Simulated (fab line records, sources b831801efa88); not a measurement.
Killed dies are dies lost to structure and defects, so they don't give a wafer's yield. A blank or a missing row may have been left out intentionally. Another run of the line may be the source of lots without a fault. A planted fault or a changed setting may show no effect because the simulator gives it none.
Chamber matching :: flow gf180mcu :: cmp-02 running GF_V1_CMP_26: 4 sister chambers
The step polishes, stops on SiO2, t overpolish 15 s, target thk 0 nm. 14 wafers are shown with their chamber, then 7 later ones without.

EACH WAFER AND ITS CHAMBER
wafer: L382.1
chamber: 3
time_to_endpoint_s (s): 89
head_pressure_psi (psi): 3.513
overpolish_run_s (s): 15.001

wafer: L382.2
chamber: 2
time_to_endpoint_s (s): 93
head_pressure_psi (psi): 3.487
overpolish_run_s (s): 14.991

wafer: L382.4
chamber: 1
time_to_endpoint_s (s): 87
head_pressure_psi (psi): 3.507
overpolish_run_s (s): 14.988

wafer: L385.1
chamber: 3
time_to_endpoint_s (s): 91
head_pressure_psi (psi): 3.500
overpolish_run_s (s): 15.020

wafer: L385.4
chamber: 2
time_to_endpoint_s (s): 94
head_pressure_psi (psi): 3.504
overpolish_run_s (s): 14.997

wafer: L385.5
chamber: 0
time_to_endpoint_s (s): 80
head_pressure_psi (psi): 3.503
overpolish_run_s (s): 15.005

wafer: L386.3
chamber: 1
time_to_endpoint_s (s): 93
head_pressure_psi (psi): 3.496
overpolish_run_s (s): 15.006

wafer: L386.4
chamber: 3
time_to_endpoint_s (s): 88
head_pressure_psi (psi): 3.489
overpolish_run_s (s): 14.985

wafer: L386.6
chamber: 2
time_to_endpoint_s (s): 93
head_pressure_psi (psi): 3.503
overpolish_run_s (s): 14.982

wafer: L388.1
chamber: 0
time_to_endpoint_s (s): 80
head_pressure_psi (psi): 3.509
overpolish_run_s (s): 15.004

wafer: L388.2
chamber: 2
time_to_endpoint_s (s): 92
head_pressure_psi (psi): 3.501
overpolish_run_s (s): 15.003

wafer: L388.6
chamber: 1
time_to_endpoint_s (s): 88
head_pressure_psi (psi): 3.506
overpolish_run_s (s): 14.999

wafer: L390.1
chamber: 1
time_to_endpoint_s (s): 91
head_pressure_psi (psi): 3.502
overpolish_run_s (s): 14.994

wafer: L390.2
chamber: 2
time_to_endpoint_s (s): 93
head_pressure_psi (psi): 3.496
overpolish_run_s (s): 15.007

SIGNATURES, as means of the wafers listed above
reading: time_to_endpoint_s
chamber 0: 80.00
chamber 1: 89.75
chamber 2: 93.00
chamber 3: 89.33
scatter within a chamber: 1.72

reading: head_pressure_psi
chamber 0: 3.50600
chamber 1: 3.50275
chamber 2: 3.49820
chamber 3: 3.50067
scatter within a chamber: 0.00759

reading: overpolish_run_s
chamber 0: 15.00450
chamber 1: 14.99675
chamber 2: 14.99600
chamber 3: 15.00200
scatter within a chamber: 0.0109
Rule: a wafer's distance from a chamber is the root of the sum, over the readings, of the square of ((its reading less the chamber's mean) divided by the reading's scatter). If the next closest chamber is less than 2 further off than the closest, the wafer can't be placed; otherwise it belongs to the closest. The scatter: take each reading less its chamber's mean, square it, sum over the shown wafers, divide by the number of wafers less the number of chambers, and take the root.

WAFERS MISSING THEIR CHAMBER
wafer: L390.4
time_to_endpoint_s (s): 81
head_pressure_psi (psi): 3.499
overpolish_run_s (s): 14.988

wafer: L391.1
time_to_endpoint_s (s): 91
head_pressure_psi (psi): 3.506
overpolish_run_s (s): 14.967

wafer: L391.3
time_to_endpoint_s (s): 96
head_pressure_psi (psi): 3.490
overpolish_run_s (s): 14.986

wafer: L391.5
time_to_endpoint_s (s): 91
head_pressure_psi (psi): 3.494
overpolish_run_s (s): 14.990

wafer: L404.2
time_to_endpoint_s (s): 82
head_pressure_psi (psi): 3.508
overpolish_run_s (s): 14.994

wafer: L404.3
time_to_endpoint_s (s): 98
head_pressure_psi (psi): 3.497
overpolish_run_s (s): 15.010

wafer: L404.5
time_to_endpoint_s (s): 83
head_pressure_psi (psi): 3.507
overpolish_run_s (s): 14.997

EACH ONE'S CHAMBER
wafer: L390.4
from the rows above: 0
in truth: 0

wafer: L391.1
from the rows above: can't be placed: 1 or 2 or 3
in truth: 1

wafer: L391.3
from the rows above: can't be placed: 2 or 1
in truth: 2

wafer: L391.5
from the rows above: can't be placed: 2 or 1 or 3
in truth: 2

wafer: L404.2
from the rows above: 0
in truth: 0

wafer: L404.3
from the rows above: can't be placed: 2 or 1 or 3
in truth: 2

wafer: L404.5
from the rows above: can't be placed: 0 or 3
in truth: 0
Correctly placed: 2 of 7. Not placeable from these rows: 5 (in 5, the candidates include the true chamber). 0 placed wrongly.
